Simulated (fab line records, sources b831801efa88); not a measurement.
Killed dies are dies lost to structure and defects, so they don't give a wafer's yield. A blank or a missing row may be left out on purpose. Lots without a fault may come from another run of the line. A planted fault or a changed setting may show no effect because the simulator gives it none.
fab line records | flow sky130
record lots=9 wafers=27 last_day=50
route steps=708 shown SONOS_ONO@181 POLY_GATE@205 POLY_CUT@318
lots that met no fault: from a run of the same line without faults
start_h: hours from the record's first day to the start of the lot's first wafer shown | wait_h: hours since the lot's step before | " the same as in the row above | L1.1+2: a row that stands for several wafers | - no value, or no start given | * or withheld: withheld | < > ~ a bound
route shown NAME@n: a module of which the file shows steps, and the number in the route of the first | usual: mean/standard deviation of fault-free wafers | same: alike in all rows | chamber/n: place in a boat | sites: the reading at each site | _std_site: their standard deviation | _edge_site: outer sites' mean less inner sites' | radius_mm: how far each site lies from the wafer's centre | mask NAME#n: copy n | behind: the tool/chamber that last shaped the wafer | hold: why the lot was held/for how many hours/how that ended | device: the transistor (n, p or np) that didn't switch | end of line: the same wafers' tests at the end of the route | a step without rows: its recipe alone | killed: dies lost to structure and defects at the first sort, not the wafer's yield | map: a wafer's dies, x killed, . not, _ none there
set.NAME: the setting as run; set.NAME@STEP: as run at that earlier step | model.NAME: the simulator's own value behind a step, which no gauge read
steps of the route over a sample of lots; a table a step, a row a wafer
services: from which hour (start_h, from the record's first day; less than 0 if before it) a tool's chamber was out of use, for how many hours, and why
## steps
# step SKY_SONOS_ONO_CD_MEAS_13
# recipe target_cd_nm=410
# usual cd_nm=410.2/2.3
# columns lot.wafer tool chamber start_h wait_h cd_nm
L624.1 cd_sem-01 - 270.80 0.1 410.0
L624.3 " - " " 407.7
L624.5 " - " " 409.7
L625.3 cd_sem-01 - 286.62 0.1 410.5
L625.4 " - " " 410.7
L625.5 " - " " 411.1
L626.2 cd_sem-01 - 317.47 0.1 409.7
L626.5 " - " " 408.8
L626.6 " - " " 412.6
L627.1 cd_sem-02 - 320.69 0.1 410.3
L627.3 " - " " 411.8
L627.5 " - " " 413.2
L630.1 cd_sem-01 - 342.78 0.1 411.9
L630.2 " - " " 412.5
L630.6 " - " " 415.0
L632.2 cd_sem-01 - 349.81 0.1 411.7
L632.3 " - " " 413.9
L632.5 " - " " 411.7
L633.1 cd_sem-01 - 350.15 0.1 410.0
L633.2 " - " " 407.3
L633.6 " - " " 409.9
L646.3 cd_sem-01 - 461.04 0.1 410.5
L646.4 " - " " 411.9
L646.5 " - " " 409.9
L647.2 cd_sem-02 - 470.51 0.1 402.0
L647.3 " - " " 403.3
L647.5 " - " " 402.5
# step SKY_POLY_GATE_THK_MEAS_01
# recipe reads=poly-Si_of_POLY_GATE_CVD_00
# usual POLY_GATE_CVD_00_THK=180.6/2
# columns lot.wafer tool chamber start_h wait_h POLY_GATE_CVD_00_THK[nm]
L624.1 film_metro-01 - 302.13 0.0 178.8
L624.3 " - " " 178.6
L624.5 " - " " 178.9
L625.3 film_metro-01 - 317.83 0.0 178.8
L625.4 " - " " 179.6
L625.5 " - " " 178.8
L626.2 film_metro-01 - 351.60 0.0 183.7
L626.5 " - " " 182.7
L626.6 " - " " 183.6
L627.1 film_metro-02 - 356.91 0.0 183.3
L627.3 " - " " 183.4
L627.5 " - " " 182.8
L630.1 film_metro-02 - 380.36 0.0 182.0
L630.2 " - " " 181.5
L630.6 " - " " 183.9
L633.1 film_metro-02 - 385.74 0.0 184.0
L633.2 " - " " 183.8
L633.6 " - " " 183.4
L632.2 film_metro-03 - 385.75 0.0 180.8
L632.3 " - " " 181.2
L632.5 " - " " 178.9
L646.3 film_metro-01 - 499.84 0.0 178.2
L646.4 " - " " 178.1
L646.5 " - " " 178.8
L647.2 film_metro-01 - 507.15 0.0 180.0
L647.3 " - " " 179.0
L647.5 " - " " 179.8
# step SKY_POLY_GATE_CVD_03
# recipe material=Si3N4 precursor=DCS/NH3 target_thk_nm=75 temp_c=770 time_s=1290 pressure_mtorr=250
# usual spike_tc_bottom_C=786.5/1.2 spike_tc_lower_C=769.6/1.3
# same time_s=1290
# columns lot.wafer tool chamber start_h wait_h spike_tc_bottom_C spike_tc_lower_C
L624.1 lpcvd-02 1 329.37 1.5 785.3 772.1
L624.3 " 1 " " 784.5 769.5
L624.5 " 1 " " 789.1 770.4
L625.3 lpcvd-02 0 343.86 0.0 786.1 767.2
L625.4 " 0 " " 786.6 769.5
L625.5 " 0 " " 786.4 766.9
L626.2 lpcvd-02 0 378.04 0.0 785.7 769.3
L626.5 " 0 " " 786.7 767.7
L626.6 " 0 " " 785.5 767.7
L627.1 lpcvd-02 0 386.77 3.6 786.9 768.8
L627.3 " 0 " " 786.6 769.2
L627.5 " 0 " " 786.5 768.2
L630.1 lpcvd-02 0 410.42 1.2 787.6 769.9
L630.2 " 0 " " 784.5 769.7
L630.6 " 0 " " 783.7 769.0
L633.1 lpcvd-02 0 415.14 0.0 784.5 767.9
L633.2 " 0 " " 785.6 768.5
L633.6 " 0 " " 784.9 769.3
L632.2 lpcvd-02 0 416.50 1.2 786.3 770.3
L632.3 " 0 " " 787.5 769.5
L632.5 " 0 " " 786.9 771.9
L646.3 lpcvd-02 1 529.71 0.0 788.5 769.5
L646.4 " 1 " " 787.0 770.0
L646.5 " 1 " " 787.9 770.7
L647.2 lpcvd-02 1 546.87 9.9 788.5 772.1
L647.3 " 1 " " 786.7 770.1
L647.5 " 1 " " 786.0 769.1
# step SKY_POLY_GATE_THK_MEAS_04
# recipe reads=Si3N4_of_POLY_GATE_CVD_03
# usual POLY_GATE_CVD_03_THK=75.0/0.7
# columns lot.wafer tool chamber start_h wait_h POLY_GATE_CVD_03_THK[nm]
L624.1 film_metro-01 - 331.41 0.0 75.5
L624.3 " - " " 74.7
L624.5 " - " " 75.6
L625.3 film_metro-03 - 345.24 0.0 74.7
L625.4 " - " " 73.9
L625.5 " - " " 74.0
L626.2 film_metro-02 - 379.41 0.0 75.4
L626.5 " - " " 76.0
L626.6 " - " " 75.0
L627.1 film_metro-02 - 388.13 0.0 74.4
L627.3 " - " " 74.8
L627.5 " - " " 75.1
L630.1 film_metro-03 - 411.78 0.0 66.6
L630.2 " - " " 67.4
L630.6 " - " " 66.1
L633.1 film_metro-02 - 416.50 0.0 66.7
L633.2 " - " " 66.7
L633.6 " - " " 66.8
L632.2 film_metro-03 - 417.87 0.0 66.4
L632.3 " - " " 66.8
L632.5 " - " " 66.2
L646.3 film_metro-02 - 531.08 0.0 74.2
L646.4 " - " " 74.1
L646.5 " - " " 74.5
L647.2 film_metro-03 - 548.24 0.0 74.4
L647.3 " - " " 74.3
L647.5 " - " " 74.4
# step SKY_POLY_GATE_ETCH_16
# recipe stop_on=poly-Si chemistry=CH3F/O2 target=Si3N4 source_w=400 bias_w=80 pressure_mtorr=25 ch3f_flow_sccm=40 O2_flow_sccm=30 time_s=147.5 target_depth_a=750
# usual drypump_motor_current_A=5.7/0.39 oes_product_au=0.640/0.005 throttle_valve_pct=10.535/0.0089
# same time_s=147.5
# columns lot.wafer tool chamber start_h wait_h drypump_motor_current_A oes_product_au rf_hours_counter_h throttle_valve_pct
L624.1 rie_diel-01 3 358.63 0.0 6.1 0.635 80 10.526
L624.3 " 0 " " 4.9 0.648 11 10.542
L624.5 " 3 " " 6.0 0.643 - 10.536
L625.3 rie_diel-04 2 372.87 0.0 5.3 0.645 46 10.547
L625.4 " 3 " " 5.3 0.637 15 10.544
L625.5 " 3 " " 5.3 0.640 - 10.545
L626.2 rie_diel-04 2 407.97 0.0 5.3 0.639 47 10.553
L626.5 " 2 " " 5.3 0.649 - 10.528
L626.6 " 3 " " 5.3 0.642 - 10.533
L627.1 rie_diel-01 1 417.17 0.0 5.8 0.633 0 10.532
L627.3 " 2 " " 5.7 0.643 65 10.539
L627.5 " 0 " " 5.0 0.643 - 10.543
L630.1 rie_diel-02 0 441.62 0.0 6.2 0.603 57 10.534
L630.2 " 2 " " 5.6 0.615 2 10.542
L630.6 " 1 " " 6.3 0.612 - 10.548
L633.1 rie_diel-01 0 447.32 0.0 4.9 0.614 13 10.546
L633.2 " 3 " " 6.0 0.615 82 10.530
L633.6 " 2 " " 5.7 0.615 - 10.525
L632.2 rie_diel-02 1 448.73 0.0 6.3 0.615 93 10.528
L632.3 " 2 " " 5.6 0.609 2 10.530
L632.5 " 3 " " 6.1 0.602 - 10.532
L646.3 rie_diel-04 2 560.83 0.0 5.3 0.639 50 10.550
L646.4 " 3 " " 5.4 0.635 18 10.533
L646.5 " 2 " " 5.4 0.639 - 10.541
L647.2 rie_diel-04 0 578.62 0.0 5.3 0.634 17 10.542
L647.3 " 2 " " 5.4 0.643 50 10.527
L647.5 " 3 " " 5.3 0.638 - 10.548
# step SKY_POLY_GATE_ETCH_17
# recipe target_depth_nm=180 stop_on=SiO2 over_etch_frac=0.56667 chemistry=HBr/Cl2 target=poly-Si icp_w=400 bias_w=100 pressure_mtorr=10 HBr_flow_sccm=150 Cl2_flow_sccm=50 time_s=70.5
# usual drypump_motor_current_A=5.90/0.27 oes_product_au=0.986/0.008 throttle_valve_pct=33.684/0.0085
# same time_s=70.5
# columns lot.wafer tool chamber start_h wait_h drypump_motor_current_A oes_product_au rf_hours_counter_h throttle_valve_pct
L624.1 rie_si-02 3 358.73 0.0 6.10 0.988 1 33.683
L624.3 " 0 " " 5.72 0.986 0 33.689
L624.5 " 3 " " 6.10 0.980 - 33.700
L625.3 rie_si-02 3 372.97 0.0 6.06 0.987 1 33.679
L625.4 " 0 " " 5.72 0.978 0 33.682
L625.5 " 0 " " 5.66 0.985 - 33.697
L626.2 rie_si-02 1 408.07 0.0 5.76 0.992 3 33.674
L626.5 " 2 " " 6.04 0.982 - 33.702
L626.6 " 1 " " 5.80 0.988 - 33.677
L627.1 rie_si-01 2 417.26 0.0 5.61 0.987 0 33.683
L627.3 " 3 " " 6.29 0.977 41 33.690
L627.5 " 1 " " 6.12 0.996 - 33.675
L630.1 rie_si-02 1 441.72 0.0 5.79 0.993 3 33.686
L630.2 " 3 " " 6.08 0.997 2 33.671
L630.6 " 1 " " 5.80 0.991 - 33.682
L633.1 rie_si-02 2 447.41 0.0 6.07 0.996 0 33.687
L633.2 " 1 " " 5.82 1.011 4 33.685
L633.6 " 2 " " 6.08 0.991 - 33.670
L632.2 rie_si-01 3 448.83 0.0 6.30 0.986 42 33.680
L632.3 " 0 " " 5.53 0.996 2 33.691
L632.5 " 1 " " 6.09 0.985 - 33.677
L646.3 rie_si-02 2 560.93 0.0 6.07 0.980 1 33.691
L646.4 " 1 " " 5.77 0.981 4 33.687
L646.5 " 2 " " 6.06 0.974 - 33.686
L647.2 rie_si-01 0 578.71 0.0 5.52 0.991 3 33.692
L647.3 " 1 " " 6.08 0.984 6 33.701
L647.5 " 0 " " 5.50 0.985 - 33.682
# step SKY_POLY_CUT_ETCH_11
# recipe target=Si3N4 chemistry=CF4/CH2F2/Ar stop_on=poly-Si source_w=600 bias_w=150 pressure_mtorr=40 cf4_flow_sccm=40 ch2f2_flow_sccm=20 Ar_flow_sccm=150 time_s=42.5 target_depth_a=600
# usual ch2f2_flow_sccm=20.00/0.053 drypump_motor_current_A=5.6/0.42 oes_product_au=0.830/0.0062 throttle_valve_pct=14.993/0.011
# same time_s=42.5
# columns lot.wafer tool chamber start_h wait_h ch2f2_flow_sccm drypump_motor_current_A oes_product_au rf_hours_counter_h throttle_valve_pct
L624.1 rie_diel-02 2 545.59 0.0 20.05 5.6 0.839 5 15.001
L624.3 " 3 " " 20.08 6.1 0.825 28 14.981
L624.5 " 3 " " 20.12 6.1 0.829 - 14.970
L625.3 rie_diel-03 0 576.83 0.0 19.95 5.5 0.831 16 14.988
L625.4 " 2 " " 19.97 4.7 0.824 0 14.977
L625.5 " 1 " " 20.00 5.3 0.823 - 14.984
L626.2 rie_diel-02 1 595.84 0.0 19.97 6.3 0.832 2 14.998
L626.5 " 3 " " 20.08 6.1 0.838 - 15.007
L626.6 " 0 " " 19.96 6.1 0.829 - 14.976
L627.1 rie_diel-03 1 605.87 0.0 20.06 5.3 0.827 54 15.004
L627.3 " 0 " " 19.95 5.5 0.827 17 14.987
L627.5 " 3 " " 19.97 5.6 0.827 - 14.997
L630.1 rie_diel-03 0 629.32 0.0 20.04 5.5 0.763 17 14.998
L630.2 " 2 " " 19.91 4.7 0.774 1 14.981
L630.6 " 3 " " 19.99 5.5 0.760 - 14.988
L633.1 rie_diel-02 3 632.67 0.0 20.06 6.1 0.764 31 14.985
L633.2 " 0 " " 20.02 6.2 0.770 61 15.004
L633.6 " 0 " " 19.97 6.2 0.761 - 14.996
L632.2 rie_diel-03 3 633.97 0.0 20.02 5.5 0.763 5 14.985
L632.3 " 0 " " 20.06 5.5 0.766 18 14.991
L632.5 " 3 " " 20.02 5.5 0.770 - 14.992
L646.3 rie_diel-02 1 737.83 0.0 20.07 6.3 0.829 6 14.987
L646.4 " 3 " " 20.00 6.1 0.826 34 14.999
L646.5 " 0 " " 20.08 6.1 0.823 - 14.989
L647.2 rie_diel-03 2 753.88 0.0 19.99 4.7 0.827 3 14.986
L647.3 " 3 " " 19.93 5.6 0.821 8 15.019
L647.5 " 0 " " 19.95 5.4 0.824 - 14.994
## services
# columns tool chamber start_h hours kind
rie_diel-04 3 310.80 2.0 repair
rie_diel-03 - 310.81 15.6 pm
rie_si-02 - 316.86 4.3 pm
rie_diel-03 0 332.83 2.5 repair
rie_diel-03 0 349.88 4.2 repair
rie_diel-03 2 350.09 5.9 repair
rie_diel-02 3 352.56 2.3 repair
lpcvd-02 - 369.40 0.3 repair
rie_si-02 3 374.91 3.2 repair
rie_diel-03 2 379.41 5.8 repair
rie_si-02 - 400.17 2.8 pm
rie_diel-02 - 455.08 0.1 repair
rie_si-02 2 456.72 1.8 repair
rie_diel-03 3 462.49 12.9 repair
rie_diel-03 2 463.20 10.7 repair
rie_diel-02 - 483.64 0.5 repair
rie_diel-02 0 527.52 24.7 repair
lpcvd-02 - 531.06 14.6 pm
rie_diel-02 0 556.85 6.9 repair
rie_si-02 1 627.69 10.7 repair
rie_diel-02 2 671.48 11.9 repair
rie_diel-02 3 675.98 3.8 repair
rie_diel-03 - 696.58 10.0 pm
rie_diel-02 - 750.08 0.1 repair
## key
first_sign step=SKY_POLY_GATE_THK_MEAS_04 reading=POLY_GATE_CVD_03_THK direction=down sigmas=12 usual=75.0 struck=66.6
effect step=SKY_POLY_GATE_ETCH_16 reading=oes_product_au direction=down sigmas=5.7 usual=0.640 struck=0.611
effect step=SKY_POLY_CUT_ETCH_11 reading=oes_product_au direction=down sigmas=10 usual=0.830 struck=0.766
met_at SKY_POLY_GATE_CVD_03
struck_lots L630,L632,L633
struck_wafers L630.1,L630.2,L630.6,L632.2,L632.3,L632.5,L633.1,L633.2,L633.6
tester_left_out L630,L632,L633
not_acting_at SKY_SONOS_ONO_CD_MEAS_13,SKY_POLY_GATE_THK_MEAS_01,SKY_POLY_GATE_ETCH_17
onset_between 386.77 410.42
fault kind=site_profile_drift tool=lpcvd-02 chamber=0 onset_h=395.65 steps=SKY_POLY_GATE_CVD_03 basis=fraction max_abs_drift=0.24425 slope_share_per_hr=54.278 site_pattern=0,0,0,0,0,-1,-1,-1,-1
# tester_left_out: of these lots the tester's yield and bins aren't shown, on N5 and GAA mostly nor the transistor test; their killed dies are dies lost to structure and defects alone, not to doping, threshold or leakage, so they don't give the yield
